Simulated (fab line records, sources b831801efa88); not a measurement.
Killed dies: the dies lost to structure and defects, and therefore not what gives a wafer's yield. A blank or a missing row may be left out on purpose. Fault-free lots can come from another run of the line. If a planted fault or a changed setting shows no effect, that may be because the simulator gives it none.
Chamber matching -- flow gf180mcu -- 4 sister chambers for GF_V2_CMP_26 on cmp-01
The step polishes, stops on SiO2, t overpolish 15 s, target thk 0 nm. 8 wafers are shown with their chamber, then 10 later ones without.

## WAFERS, EACH WITH ITS CHAMBER
wafer,chamber,motor current A (A),time to endpoint s (s)
L460.1,1,10.0,89
L464.3,0,11.4,86
L464.4,1,9.7,89
L465.3,2,10.0,92
L466.3,0,11.6,85
L466.6,3,11.3,88
L474.4,2,9.7,84
L474.5,3,11.7,88

## WAFERS MISSING THEIR CHAMBER
wafer,motor current A (A),time to endpoint s (s)
L474.6,12.6,82
L476.1,9.9,84
L476.3,11.8,80
L476.5,12.0,80
L478.1,11.5,96
L478.2,12.7,86
L478.3,9.7,94
L480.2,10.1,91
L480.3,11.5,95
L480.5,12.2,84

## THE CHAMBER EACH PASSED THROUGH
wafer,from the rows above,in truth
L474.6,can't be placed: 0 or 3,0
L476.1,can't be placed: 2 or 1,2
L476.3,can't be placed: 0 or 3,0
L476.5,can't be placed: 0 or 3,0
L478.1,can't be placed: 3 or 0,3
L478.2,can't be placed: 0 or 3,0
L478.3,can't be placed: 1 or 2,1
L480.2,can't be placed: 1 or 2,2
L480.3,can't be placed: 3 or 0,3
L480.5,can't be placed: 0 or 3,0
0 of 10 placed correctly. Not placeable from these rows: 10 (in 10, the candidates include the true chamber). Number placed wrongly: 0.
How it was worked out, from the rows above alone: a wafer's distance from a chamber is the root of the sum, over the readings, of the square of ((its reading less the chamber's mean) divided by the reading's scatter). If the next closest chamber is less than 2 further off than the closest, the wafer can't be placed; otherwise it belongs to the closest. The mean given for a chamber averages the wafers shown for that chamber. How the scatter is found: for the shown wafers, subtract from each reading the mean of its chamber, square and add these, divide the total by (wafers less chambers), then take the root.
